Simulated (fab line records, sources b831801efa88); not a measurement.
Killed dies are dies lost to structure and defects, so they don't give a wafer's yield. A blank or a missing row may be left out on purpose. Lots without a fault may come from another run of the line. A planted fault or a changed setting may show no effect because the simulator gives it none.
fab line records | flow sky130
record lots=7 wafers=21 last_day=50
route steps=708 shown VT_ADJUST_NCORE@128 VT_ADJUST_HVTR@131 VT_ADJUST_PCH@143 PAD_OPEN@708
lots that met no fault: from a run of the same line without faults
start_h: hours from the record's first day to the start of the lot's first wafer shown | wait_h: hours since the lot's step before | " the same as in the row above | L1.1+2: a row that stands for several wafers | - no value, or no start given | * or withheld: withheld | < > ~ a bound
route shown NAME@n: a module of which the file shows steps, and the number in the route of the first | usual: mean/standard deviation of fault-free wafers | same: alike in all rows | chamber/n: place in a boat | sites: the reading at each site | _std_site: their standard deviation | _edge_site: outer sites' mean less inner sites' | radius_mm: how far each site lies from the wafer's centre | mask NAME#n: copy n | behind: the tool/chamber that last shaped the wafer | hold: why the lot was held/for how many hours/how that ended | device: the transistor (n, p or np) that didn't switch | end of line: the same wafers' tests at the end of the route | a step without rows: its recipe alone | killed: dies lost to structure and defects at the first sort, not the wafer's yield | map: a wafer's dies, x killed, . not, _ none there
set.NAME: the setting as run; set.NAME@STEP: as run at that earlier step | model.NAME: the simulator's own value behind a step, which no gauge read
lots at some steps of the route; a table a step, a row a wafer
services: from which hour (start_h, from the record's first day; less than 0 if before it) a tool's chamber was out of use, for how many hours, and why
## steps
# step SKY_VT_ADJUST_NCORE_IMPLANT_09
# recipe species=B energy_kev=10 dose_cm2=2.4e+12 tilt_deg=withheld
# step SKY_VT_ADJUST_NCORE_STRIP_10
# recipe chemistry=O2/N2 power_w=1400 pressure_mtorr=1500 platen_temp_c=withheld o2_flow_sccm=3000 n2_flow_sccm=300 overash_fraction=0.5
# usual chamber_pressure_mTorr=1500.0/1.3 drypump_motor_current_A=5.70/0.25 n2_flow_sccm=300.0/0.89 oes_product_au=0.715/0.0045 strip_time_to_endpoint_s=14.18/0.041
# columns lot.wafer tool chamber start_h wait_h chamber_pressure_mTorr drypump_motor_current_A n2_flow_sccm oes_product_au rf_hours_counter_h strip_time_to_endpoint_s
L552.1 plasma_asher-01 1 190.57 0.1 1499.7 6.06 300.6 0.720 47 14.21
L552.2 " 0 " " 1499.9 5.42 300.0 0.713 47 14.19
L552.6 " 0 " " 1499.0 5.43 298.4 0.712 - 14.24
L553.2 plasma_asher-01 0 197.62 0.1 1497.5 5.45 299.5 0.721 48 14.18
L553.5 " 1 " " 1502.3 6.00 299.9 0.718 - 14.15
L553.6 " 0 " " 1500.2 5.44 300.6 0.713 - 14.20
L560.1 plasma_asher-02 1 256.26 0.1 1499.8 5.75 299.0 0.713 57 14.24
L560.4 " 0 " " 1499.0 5.45 301.0 0.707 - 14.21
L560.5 " 1 " " 1499.0 5.73 300.6 0.720 - 14.26
L559.2 plasma_asher-01 1 257.16 0.1 1501.7 6.02 300.1 0.712 54 14.17
L559.4 " 0 " " 1498.1 5.44 300.6 0.716 - 14.19
L559.6 " 1 " " 1501.6 6.02 299.5 0.709 - 14.17
L562.1 plasma_asher-03 1 269.07 0.1 1498.7 5.50 301.7 0.713 45 14.17
L562.4 " 0 " " 1499.4 6.07 298.3 0.715 - 14.14
L562.5 " 0 " " 1499.8 6.04 299.8 0.717 - 14.18
L568.1 plasma_asher-03 0 312.76 0.1 1497.7 6.02 299.8 0.719 49 14.13
L568.4 " 1 " " 1500.1 5.55 300.5 0.714 - 14.13
L568.5 " 1 " " 1499.1 5.55 300.1 0.715 - 14.15
L573.1 plasma_asher-02 0 345.27 0.1 1501.1 5.45 300.3 0.713 66 14.16
L573.4 " 1 " " 1500.1 5.72 300.0 0.717 - 14.17
L573.5 " 1 " " 1500.5 5.72 300.2 0.723 - 14.13
# step SKY_VT_ADJUST_NCORE_TW_MEAS_11
# usual VT_ADJUST_NCORE_TW=218.6/2.3
# columns lot.wafer tool chamber start_h wait_h VT_ADJUST_NCORE_TW
L552.1 film_metro-04 - 190.67 0.1 217.2
L552.2 " - " " 217.4
L552.6 " - " " 217.4
L553.2 film_metro-04 - 197.73 0.1 218.3
L553.5 " - " " 218.3
L553.6 " - " " 217.7
L560.1 film_metro-01 - 256.36 0.1 217.2
L560.4 " - " " 219.4
L560.5 " - " " 219.4
L559.2 film_metro-04 - 257.27 0.1 215.9
L559.4 " - " " 216.3
L559.6 " - " " 217.3
L562.1 film_metro-04 - 269.17 0.1 217.1
L562.4 " - " " 216.5
L562.5 " - " " 217.0
L568.1 film_metro-03 - 312.86 0.1 222.3
L568.4 " - " " 222.0
L568.5 " - " " 221.1
L573.1 film_metro-03 - 345.37 0.1 220.6
L573.4 " - " " 221.0
L573.5 " - " " 221.7
# step SKY_VT_ADJUST_HVTR_DEHYDRATE_00
# recipe temp_c=200 time_s=60
# step SKY_VT_ADJUST_HVTR_HMDS_01
# recipe prime_time_s=60 prime_temp_c=120
# step SKY_VT_ADJUST_HVTR_COAT_02
# recipe resist=NOVOLAK spin_rpm=3000 resist_thk_nm=1140
# step SKY_VT_ADJUST_HVTR_SOFTBAKE_03
# recipe temp_c=90 time_s=60 resist=NOVOLAK
# step SKY_VT_ADJUST_HVTR_EXPOSE_04
# recipe mask_id=HVTRM target_cd_nm=380 na=0.6 source_shape=conventional sigma_outer=0.6 dose_mj=150
# step SKY_VT_ADJUST_HVTR_PEB_05
# recipe temp_c=withheld time_s=* resist=NOVOLAK
# step SKY_VT_ADJUST_HVTR_DEVELOP_06
# recipe develop_time_s=60 dev_temp_c=23
# step SKY_VT_ADJUST_HVTR_CD_MEAS_07
# recipe target_cd_nm=380
# usual cd_nm=380.3/2.4
# columns lot.wafer tool chamber start_h wait_h cd_nm
L552.1 cd_sem-01 - 212.76 0.1 385.1
L552.2 " - " " 384.3
L552.6 " - " " 385.8
L553.2 cd_sem-01 - 218.88 0.1 381.3
L553.5 " - " " 381.4
L553.6 " - " " 382.7
L560.1 cd_sem-01 - 280.05 0.1 383.0
L560.4 " - " " 379.4
L560.5 " - " " 383.2
L559.2 cd_sem-02 - 281.02 0.1 383.4
L559.4 " - " " 383.7
L559.6 " - " " 381.5
L562.1 cd_sem-01 - 293.31 0.1 382.0
L562.4 " - " " 378.9
L562.5 " - " " 381.0
L568.1 cd_sem-01 - 339.40 0.1 377.0
L568.4 " - " " 377.5
L568.5 " - " " 377.9
L573.1 cd_sem-02 - 373.16 0.1 382.1
L573.4 " - " " 381.7
L573.5 " - " " 380.1
# step SKY_VT_ADJUST_HVTR_OVL_MEAS_08
# usual VT_ADJUST_HVTR_OVL=0.2/1.4
# columns lot.wafer tool chamber start_h wait_h VT_ADJUST_HVTR_OVL[nm]
L552.1 overlay-01 - 212.88 0.1 -0.5
L552.2 " - " " 1.9
L552.6 " - " " 2.4
L553.2 overlay-02 - 218.99 0.1 0.7
L553.5 " - " " 1.8
L553.6 " - " " 1.5
L560.1 overlay-02 - 280.17 0.1 -0.1
L560.4 " - " " 2.3
L560.5 " - " " 2.0
L559.2 overlay-01 - 281.13 0.1 0.7
L559.4 " - " " 0.4
L559.6 " - " " 0.6
L562.1 overlay-01 - 293.43 0.1 -0.7
L562.4 " - " " -1.2
L562.5 " - " " -0.3
L568.1 overlay-02 - 339.52 0.1 -0.3
L568.4 " - " " 2.4
L568.5 " - " " 2.4
L573.1 overlay-02 - 373.28 0.1 0.7
L573.4 " - " " 0.8
L573.5 " - " " -0.8
# step SKY_VT_ADJUST_HVTR_IMPLANT_09
# recipe species=B energy_kev=10 dose_cm2=2.1e+12 tilt_deg=withheld
# usual beam_on_s=10.02/0.19 end_station_pressure_torr=5.04e-06/2.8e-07 faraday_current_uA=11.83/0.23
# columns lot.wafer tool chamber start_h wait_h beam_on_s end_station_pressure_torr faraday_current_uA
L552.1 implanter-03 0 212.92 0.0 10.12 5.24e-06 11.68
L552.2 " 0 " " 9.89 5.24e-06 12.01
L552.6 " 0 " " 10.18 5.04e-06 11.64
L553.2 implanter-01 0 219.04 0.0 9.67 5.45e-06 12.18
L553.5 " 0 " " 10.19 4.78e-06 11.65
L553.6 " 0 " " 9.90 5.15e-06 11.91
L560.1 implanter-03 0 280.21 0.0 12.48 9.594e-05 9.59
L560.4 " 0 " " 12.18 0.00011022 9.88
L560.5 " 0 " " 12.43 0.00011223 9.61
L559.2 implanter-03 0 281.19 0.0 12.27 0.00010758 9.76
L559.4 " 0 " " 12.31 0.00010471 9.74
L559.6 " 0 " " 12.47 0.00010634 9.61
L562.1 implanter-03 0 293.47 0.0 12.75 0.00010688 9.44
L562.4 " 0 " " 12.40 0.00010647 9.67
L562.5 " 0 " " 12.59 0.00010679 9.54
L568.1 implanter-04 0 339.56 0.0 9.91 4.76e-06 12.01
L568.4 " 0 " " 9.90 5.12e-06 12.01
L568.5 " 0 " " 9.77 4.87e-06 12.12
L573.1 implanter-03 0 373.32 0.0 10.18 4.97e-06 11.65
L573.4 " 0 " " 9.92 4.58e-06 11.92
L573.5 " 0 " " 9.74 5.19e-06 12.12
# step SKY_VT_ADJUST_HVTR_STRIP_10
# recipe chemistry=O2/N2 power_w=1400 pressure_mtorr=1500 platen_temp_c=withheld o2_flow_sccm=3000 n2_flow_sccm=300 overash_fraction=0.5
# usual chamber_pressure_mTorr=1499.9/1.4 drypump_motor_current_A=5.4/0.47 n2_flow_sccm=300.1/0.87 oes_product_au=0.715/0.0042 strip_time_to_endpoint_s=14.18/0.047
# columns lot.wafer tool chamber start_h wait_h chamber_pressure_mTorr drypump_motor_current_A n2_flow_sccm oes_product_au rf_hours_counter_h strip_time_to_endpoint_s
L552.1 plasma_asher-04 1 213.07 0.1 1497.9 4.7 299.4 0.714 10 14.18
L552.2 " 0 " " 1499.0 5.2 301.8 0.710 10 14.14
L552.6 " 0 " " 1498.8 5.2 300.3 0.717 - 14.16
L553.2 plasma_asher-01 0 219.17 0.1 1500.8 5.4 300.3 0.711 50 14.17
L553.5 " 0 " " 1500.8 5.5 299.8 0.714 - 14.16
L553.6 " 1 " " 1500.7 6.0 301.4 0.710 - 14.18
L560.1 plasma_asher-04 1 280.36 0.1 1502.3 4.7 299.0 0.712 17 14.21
L560.4 " 0 " " 1496.9 5.2 300.9 0.715 - 14.23
L560.5 " 0 " " 1498.6 5.2 301.3 0.714 - 14.22
L559.2 plasma_asher-03 0 281.31 0.1 1500.8 6.0 300.0 0.704 46 14.14
L559.4 " 1 " " 1499.5 5.6 300.0 0.717 - 14.19
L559.6 " 1 " " 1500.8 5.6 299.0 0.719 - 14.15
L562.1 plasma_asher-03 1 293.62 0.1 1499.8 5.5 300.0 0.717 48 14.20
L562.4 " 1 " " 1499.4 5.5 300.0 0.718 - 14.24
L562.5 " 1 " " 1501.8 5.5 298.6 0.711 - 14.24
L568.1 plasma_asher-01 1 339.71 0.1 1504.5 6.0 299.6 0.714 61 14.21
L568.4 " 0 " " 1499.0 5.4 300.5 0.718 - 14.22
L568.5 " 0 " " 1498.9 5.4 300.7 0.713 - 14.21
L573.1 plasma_asher-04 1 373.47 0.1 1502.4 4.7 298.8 0.723 26 14.27
L573.4 " 0 " " 1499.3 5.2 300.4 0.718 - 14.23
L573.5 " 0 " " 1497.6 5.2 300.7 0.712 - 14.20
# step SKY_VT_ADJUST_HVTR_TW_MEAS_11
# usual VT_ADJUST_HVTR_TW=210.1/1.4
# columns lot.wafer tool chamber start_h wait_h VT_ADJUST_HVTR_TW
L552.1 film_metro-01 - 213.17 0.1 208.8
L552.2 " - " " 208.4
L552.6 " - " " 209.8
L553.2 film_metro-01 - 219.28 0.1 210.1
L553.5 " - " " 210.8
L553.6 " - " " 209.6
L560.1 film_metro-04 - 280.46 0.1 222.0
L560.4 " - " " 221.9
L560.5 " - " " 221.8
L559.2 film_metro-04 - 281.42 0.1 223.1
L559.4 " - " " 221.7
L559.6 " - " " 221.0
L562.1 film_metro-02 - 293.72 0.1 223.8
L562.4 " - " " 224.6
L562.5 " - " " 224.4
L568.1 film_metro-01 - 339.81 0.1 210.1
L568.4 " - " " 210.5
L568.5 " - " " 211.1
L573.1 film_metro-04 - 373.57 0.1 208.7
L573.4 " - " " 209.6
L573.5 " - " " 207.9
# step SKY_VT_ADJUST_PCH_DEHYDRATE_00
# recipe temp_c=200 time_s=60
# step SKY_PAD_OPEN_PROBE_99
# usual killed_at_M0_to_M3=42/6.6 killed_at_M4_up=3.0/1.8 killed_at_contacts=25/5.1 killed_at_front_end=15/4.4 killed_at_other=0.3/0.56 killed_dies=86/8.6 killed_open=47/6.9 killed_short=38/6
# same gross_dies=492 killed_at_back_side=0
# columns lot.wafer tool chamber start_h wait_h killed_at_M0_to_M3 killed_at_M4_up killed_at_contacts killed_at_front_end killed_at_other killed_dies killed_open killed_short model.etest.pfet_01v8_mvt.drive_ua_um model.etest.pfet_01v8_mvt.off_log10_a_um model.etest.pfet_01v8_mvt.vt_sat_v model.etest.pfet_01v8_mvt.vt_v model.etest.pfet_01v8_mvt.vt_long_v
L552.1 prober-01 - 1081.23 0.1 47 4 28 12 0 91 51 40 157.9 -10.33 -0.5436 -0.6303 -0.8347
L552.2 prober-01 - 1081.28 0.1 55 1 25 19 1 101 54 47 157.6 -10.37 -0.5428 -0.6297 -0.8362
L552.6 prober-01 - 1081.48 0.2 51 1 19 16 0 87 49 38 159.2 -10.28 -0.5354 -0.6232 -0.8293
L553.2 prober-02 - 1087.41 0.1 40 1 26 14 0 81 48 33 147.2 -11.07 -0.5863 -0.6666 -0.8704
L553.5 prober-02 - 1087.56 0.2 48 3 27 5 0 83 44 39 149.4 -11.05 -0.5851 -0.6679 -0.8732
L553.6 prober-02 - 1087.61 0.2 53 2 26 15 0 96 59 37 146.5 -11.12 -0.5922 -0.6729 -0.8761
L560.1 prober-01 - 1144.61 0.1 46 2 26 15 0 89 38 51 169.2 -9.245 -0.4328 -0.5422 -0.7698
L560.4 prober-01 - 1144.76 0.2 41 0 25 17 2 85 43 41 168.7 -9.27 -0.431 -0.5401 -0.7707
L560.5 prober-01 - 1144.81 0.2 43 4 27 16 0 90 54 36 167.7 -9.239 -0.4324 -0.5393 -0.7698
L559.2 prober-02 - 1145.31 0.1 34 7 26 20 0 87 53 34 159.3 -10 -0.5146 -0.6152 -0.8332
L559.4 prober-02 - 1145.41 0.2 42 4 29 14 1 90 54 36 159.3 -9.98 -0.5111 -0.6141 -0.8349
L559.6 prober-02 - 1145.51 0.2 49 2 22 11 1 85 44 40 159.4 -10.1 -0.506 -0.6065 -0.8267
L562.1 prober-01 - 1151.68 0.1 53 1 29 7 0 90 56 34 160.9 -9.766 -0.4934 -0.5938 -0.8132
L562.4 prober-01 - 1151.83 0.2 37 2 29 10 0 78 39 39 162.3 -9.633 -0.4901 -0.5923 -0.816
L562.5 prober-01 - 1151.88 0.2 43 1 28 18 1 91 58 33 157.9 -10.06 -0.5035 -0.6014 -0.8225
L568.1 prober-01 - 1180.65 0.1 41 3 19 14 0 77 36 40 156.5 -9.821 -0.5018 -0.597 -0.8094
L568.4 prober-01 - 1180.80 0.2 35 4 26 8 0 73 43 30 155.7 -9.865 -0.5088 -0.6013 -0.812
L568.5 prober-01 - 1180.85 0.2 49 3 26 13 0 91 66 24 156.4 -9.763 -0.5159 -0.606 -0.816
L573.1 prober-02 - 1198.53 0.1 32 4 21 15 0 72 31 41 154.2 -10.94 -0.586 -0.6741 -0.8834
L573.4 prober-02 - 1198.68 0.2 48 3 25 18 0 94 53 41 149.9 -10.94 -0.5811 -0.6688 -0.8803
L573.5 prober-02 - 1198.73 0.2 44 4 30 7 1 86 50 36 151.5 -11.1 -0.5916 -0.6771 -0.8824
# killed by level:class
L552.1 VIA2:geometric_particle:open=12 LI_CONTACT:geometric_particle:open=9 METAL2:geometric_particle:short=8 CONTACT:geometric_particle:open=7 VIA1:geometric_particle:open=6 VIA3:geometric_particle:open=6 POLY_GATE:geometric_particle:short=5 POLY_GATE:geometric_particle:open=5
L552.2 VIA1:geometric_particle:open=16 VIA2:geometric_particle:open=13 CONTACT:geometric_particle:short=10 VIA3:geometric_particle:open=8 POLY_GATE:geometric_particle:short=7 CONTACT:geometric_particle:open=6 FIELD_ISO:geometric_particle:short=4 VIA1:geometric_particle:short=4
L552.6 VIA1:geometric_particle:open=11 VIA2:geometric_particle:open=9 CONTACT:geometric_particle:open=7 VIA3:geometric_particle:open=7 METAL2:geometric_particle:short=6 LI_CONTACT:geometric_particle:open=5 CONTACT:geometric_particle:short=5 METAL1:geometric_particle:short=4
L553.2 LI_CONTACT:geometric_particle:open=9 VIA1:geometric_particle:open=9 CONTACT:geometric_particle:open=8 VIA3:geometric_particle:open=7 POLY_GATE:geometric_particle:short=5 FIELD_ISO:geometric_particle:open=4 METAL3:geometric_particle:short=4 LI_CONTACT:geometric_particle:short=3
L553.5 LI_CONTACT:geometric_particle:open=13 VIA1:geometric_particle:open=12 METAL2:geometric_particle:short=7 VIA3:geometric_particle:open=6 LI_CONTACT:geometric_particle:short=6 VIA1:geometric_particle:short=6 CONTACT:geometric_particle:open=5 METAL1:geometric_particle:short=5
L553.6 VIA1:geometric_particle:open=19 CONTACT:geometric_particle:open=10 LI_CONTACT:geometric_particle:open=9 FIELD_ISO:geometric_particle:short=6 VIA3:geometric_particle:open=6 VIA1:geometric_particle:short=6 METAL1:geometric_particle:short=5 VIA3:geometric_particle:short=4
L560.1 METAL1:geometric_particle:short=9 CONTACT:geometric_particle:short=7 LI_CONTACT:geometric_particle:open=6 VIA1:geometric_particle:open=6 LOCAL_INTERCONNECT:geometric_particle:short=6 VIA3:geometric_particle:open=6 METAL2:geometric_particle:short=6 CONTACT:geometric_particle:open=5
L560.4 LI_CONTACT:geometric_particle:open=9 VIA2:geometric_particle:open=7 CONTACT:geometric_particle:short=6 VIA1:geometric_particle:open=6 METAL2:geometric_particle:short=6 VIA3:geometric_particle:open=6 FIELD_ISO:geometric_particle:open=5 FIELD_ISO:geometric_particle:short=5
L560.5 VIA1:geometric_particle:open=14 LI_CONTACT:geometric_particle:open=11 VIA3:geometric_particle:open=6 LOCAL_INTERCONNECT:geometric_particle:short=6 CONTACT:geometric_particle:open=6 FIELD_ISO:geometric_particle:short=5 FIELD_ISO:geometric_particle:open=5 VIA2:geometric_particle:short=5
L559.2 VIA1:geometric_particle:open=15 FIELD_ISO:geometric_particle:open=9 CONTACT:geometric_particle:open=9 METAL4:geometric_particle:short=7 FIELD_ISO:geometric_particle:short=6 LI_CONTACT:geometric_particle:open=5 VIA2:geometric_particle:open=5 CONTACT:geometric_particle:short=4
L559.4 CONTACT:geometric_particle:open=12 VIA3:geometric_particle:open=11 LI_CONTACT:geometric_particle:open=8 VIA1:geometric_particle:open=7 METAL2:geometric_particle:short=7 CONTACT:geometric_particle:short=5 SPACER:geometric_particle:short=4 FIELD_ISO:geometric_particle:open=3
L559.6 CONTACT:geometric_particle:open=10 VIA3:geometric_particle:open=8 VIA1:geometric_particle:short=8 VIA1:geometric_particle:open=7 METAL2:geometric_particle:short=6 VIA2:geometric_particle:open=5 LI_CONTACT:geometric_particle:open=4 CONTACT:geometric_particle:short=4
L562.1 LI_CONTACT:geometric_particle:open=15 VIA1:geometric_particle:open=14 VIA3:geometric_particle:open=10 VIA2:geometric_particle:open=6 METAL2:geometric_particle:short=6 CONTACT:geometric_particle:short=5 LOCAL_INTERCONNECT:geometric_particle:short=4 CONTACT:geometric_particle:open=4
L562.4 CONTACT:geometric_particle:open=9 METAL2:geometric_particle:short=7 VIA3:geometric_particle:open=6 LOCAL_INTERCONNECT:geometric_particle:short=6 VIA1:geometric_particle:open=6 LI_CONTACT:geometric_particle:open=5 VIA1:geometric_particle:short=5 VIA2:geometric_particle:open=5
L562.5 CONTACT:geometric_particle:open=17 VIA1:geometric_particle:open=12 VIA3:geometric_particle:open=8 FIELD_ISO:geometric_particle:open=6 VIA2:geometric_particle:short=5 LI_CONTACT:geometric_particle:open=4 VIA1:geometric_particle:short=4 METAL1:geometric_particle:short=4
L568.1 METAL2:geometric_particle:short=9 CONTACT:geometric_particle:open=6 VIA2:geometric_particle:open=6 CONTACT:geometric_particle:short=4 METAL1:geometric_particle:short=4 VIA2:geometric_particle:short=4 VIA1:geometric_particle:open=4 VIA3:geometric_particle:open=4
L568.4 CONTACT:geometric_particle:open=13 LI_CONTACT:geometric_particle:open=8 METAL2:geometric_particle:short=8 VIA1:geometric_particle:open=7 METAL1:geometric_particle:short=5 VIA3:geometric_particle:open=4 CONTACT:geometric_particle:short=3 METAL4:geometric_particle:short=3
L568.5 CONTACT:geometric_particle:open=15 VIA1:geometric_particle:open=11 VIA3:geometric_particle:open=10 LI_CONTACT:geometric_particle:open=7 VIA2:geometric_particle:open=7 FIELD_ISO:geometric_particle:open=6 METAL1:geometric_particle:short=6 VIA3:geometric_particle:short=4
L573.1 FIELD_ISO:geometric_particle:open=8 LI_CONTACT:geometric_particle:open=6 METAL1:geometric_particle:short=6 LOCAL_INTERCONNECT:geometric_particle:short=5 CONTACT:geometric_particle:open=5 VIA2:geometric_particle:open=4 VIA1:geometric_particle:open=4 CONTACT:geometric_particle:short=4
L573.4 VIA1:geometric_particle:open=13 CONTACT:geometric_particle:open=9 FIELD_ISO:geometric_particle:open=7 VIA3:geometric_particle:open=7 LOCAL_INTERCONNECT:geometric_particle:short=6 VIA1:geometric_particle:short=5 VIA2:geometric_particle:open=5 CONTACT:geometric_particle:short=4
L573.5 VIA1:geometric_particle:open=15 CONTACT:geometric_particle:short=8 VIA2:geometric_particle:open=8 LI_CONTACT:geometric_particle:open=7 CONTACT:geometric_particle:open=6 METAL2:geometric_particle:short=4 VIA3:geometric_particle:short=4 LI_CONTACT:geometric_particle:short=3
## services
# columns tool chamber start_h hours kind
implanter-03 - 188.61 3.0 pm
implanter-03 - 191.58 4.6 pm
implanter-04 - 209.71 3.3 repair
plasma_asher-03 - 306.46 2.3 repair
plasma_asher-03 - 320.00 4.3 repair
plasma_asher-04 - 330.72 1.5 repair
implanter-03 - 339.00 5.5 repair
implanter-04 - 346.58 8.9 repair
implanter-01 - 364.91 14.6 pm
## key
first_sign step=SKY_VT_ADJUST_HVTR_IMPLANT_09 reading=end_station_pressure_torr direction=up sigmas=99+ usual=5.04e-06 struck=0.00010635
effect step=SKY_VT_ADJUST_HVTR_IMPLANT_09 reading=beam_on_s direction=up sigmas=13 usual=10.02 struck=12.43
effect step=SKY_VT_ADJUST_HVTR_TW_MEAS_11 reading=VT_ADJUST_HVTR_TW direction=up sigmas=8.9 usual=210.1 struck=222.7
model_effect step=SKY_PAD_OPEN_PROBE_99 value=etest.pfet_01v8_mvt.drive_ua_um without=152.8 struck=162.7
met_at SKY_VT_ADJUST_HVTR_IMPLANT_09
struck_wafers L559.2,L559.4,L559.6,L560.1,L560.4,L560.5,L562.1,L562.4,L562.5
tester_left_out L559,L560,L562
onset_between 212.92 280.21
fault kind=process_parameter_drift tool=implanter-03 chamber=- onset_h=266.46 steps=SKY_VT_ADJUST_HVTR_IMPLANT_09 channel=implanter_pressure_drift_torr offset=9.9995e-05 shape=step end_h=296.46
fault kind=process_parameter_drift tool=implanter-03 chamber=- onset_h=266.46 steps=SKY_VT_ADJUST_HVTR_IMPLANT_09 channel=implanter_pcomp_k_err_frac offset=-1 shape=step end_h=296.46
# tester_left_out: of these lots the tester's yield and bins aren't shown, on N5 and GAA mostly nor the transistor test; their killed dies are dies lost to structure and defects alone, not to doping, threshold or leakage, so they don't give the yield
